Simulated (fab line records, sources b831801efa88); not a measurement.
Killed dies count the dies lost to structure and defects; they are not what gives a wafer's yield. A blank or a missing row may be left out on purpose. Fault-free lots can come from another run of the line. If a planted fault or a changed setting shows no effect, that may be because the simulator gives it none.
A lot that was struck, set against a sound lot | flow sky130 | 29 steps out of a route of 708
Sound: these wafers, L440.1, L440.2, L440.4. Wafers struck: L455.4, L455.5, L455.6. The cause is given at the end.
Order at every step that has rows: each side's tool, ch and its chambers, its first start. Under that, the readings that differ: sound wafers | struck wafers | difference of the means | sigmas: that difference in standard deviations of wafers without a fault.
alike: words and numbers the same on both sides, and readings whose means are apart by under 2 such deviations; not compared: readings that were withheld, readings missing a value for some wafer, numbers with overlapping values and no deviation given by the record, and bounds like >300 which may hide the same value.
A row with sigmas, a row that says differs or no value, or rows on one side alone: a step with any of these is where the two part. Non-overlapping numbers with no deviation appear without sigmas and do not part them. A reading that every wafer of one side lacks parts them only if that side has two wafers or more.

SKY_PWDE_STRIP_09: strips in O2/N2.
  sound on plasma-asher-01 ch 0,1, day 4 16:46; struck on plasma-asher-01 ch 0,1, day 7 23:42
  alike: drypump-motor-current-A, oes-product-au, strip-time-to-endpoint-s
  not compared: rf-hours-counter-h
SKY_PWDE_TW_MEAS_10:
  sound on film-metro-02, day 4 16:52; struck on film-metro-03, day 7 23:48
  alike: PWDE_TW
then, 7 steps without rows for these wafers: SKY_NWELL_DEHYDRATE_03 (time 60 s); SKY_NWELL_HMDS_04 (prime time 60 s); SKY_NWELL_COAT_05 (resist thk 3000 nm); SKY_NWELL_SOFTBAKE_06; SKY_NWELL_EXPOSE_07 (exposes mask NWM, target cd 840 nm); SKY_NWELL_PEB_08; SKY_NWELL_DEVELOP_09 (develop time 60 s).
SKY_NWELL_OVL_MEAS_10:
  sound on overlay-02, day 5 09:44; struck on overlay-01, day 8 20:27
  alike: NWELL_00_OVL
then, 2 steps without rows for these wafers: SKY_NWELL_IMPLANT_11; SKY_NWELL_IMPLANT_12.
SKY_NWELL_IMPLANT_13:
  sound on implanter-03 ch 0, day 5 10:04; struck on implanter-03, day 8 20:51
  no value came back on the struck wafers for beam-energy-keV, beam-on-s (s); on the sound wafers beam-energy-keV reads 49.969 49.994 50.008
SKY_NWELL_STRIP_14: strips in O2/N2.
  sound on plasma-asher-02 ch 0,1, day 5 10:13; struck on plasma-asher-03 ch 0,1, day 8 20:57
  alike: drypump-motor-current-A, oes-product-au, strip-time-to-endpoint-s
  not compared: rf-hours-counter-h
SKY_NWELL_TW_MEAS_15:
  sound on film-metro-02, day 5 10:19; struck on film-metro-04, day 8 21:03
  alike: NWELL_TW
then, 7 steps without rows for these wafers: SKY_NWELL_DEHYDRATE_16 (time 60 s); SKY_NWELL_HMDS_17 (prime time 60 s); SKY_NWELL_COAT_18 (resist thk 3000 nm); SKY_NWELL_SOFTBAKE_19; SKY_NWELL_EXPOSE_20 (exposes mask NWM COMPLEMENT, target cd 840 nm); SKY_NWELL_PEB_21; SKY_NWELL_DEVELOP_22 (develop time 60 s).
SKY_NWELL_OVL_MEAS_23:
  sound on overlay-02, day 6 04:47; struck on overlay-02, day 9 18:05
  reading           | sound          | struck         | difference | sigmas
  NWELL_01_OVL (nm) | -1.3 -0.5 -0.2 | -3.7 -4.0 -5.0 | -3.6       | -2
following that, these wafers have no rows for 1 step: SKY_NWELL_IMPLANT_24.
SKY_NWELL_STRIP_25: strips in O2/N2.
  sound on plasma-asher-03 ch 0,1, day 6 04:58; struck on plasma-asher-02 ch 0,1, day 9 18:18
  alike: drypump-motor-current-A, oes-product-au, strip-time-to-endpoint-s
  not compared: rf-hours-counter-h
SKY_NWELL_TW_MEAS_26:
  sound on film-metro-04, day 6 05:04; struck on film-metro-03, day 9 18:23
  reading    | sound             | struck            | difference | sigmas
  NWELL_2_TW | 500.5 499.3 502.7 | 495.0 495.1 495.1 | -5.8       | -2
then, 1 step without rows for these wafers: SKY_NWELL_CLEAN_27 (cleans in SC1/SC2, time 150 s).
SKY_NWELL_RTA_28: time 30 s.
  sound on rtp-anneal-02 ch 0, day 6 05:10; struck on rtp-anneal-01 ch 0, day 9 18:31
  alike: lamp-power-pct, wafer_temp_C_max
SKY_NWELL_RS_MEAS_29: uses a four-point probe to measure.
  sound on film-metro-04, day 6 05:16; struck on film-metro-04, day 9 18:38
  reading           | sound             | struck            | difference | sigmas
  NWELL_RS (ohm/sq) | 619.2 620.1 620.3 | 649.3 650.4 648.5 | +29.5      | +15

== WHERE THEY PART ==
First at SKY_NWELL_IMPLANT_13; last, within this record, at SKY_NWELL_RS_MEAS_29.

WHY: whatever the simulator had introduced
Skipped step whole: implanter-03, from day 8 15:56 on, at SKY_NWELL_IMPLANT_13. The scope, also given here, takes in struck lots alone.
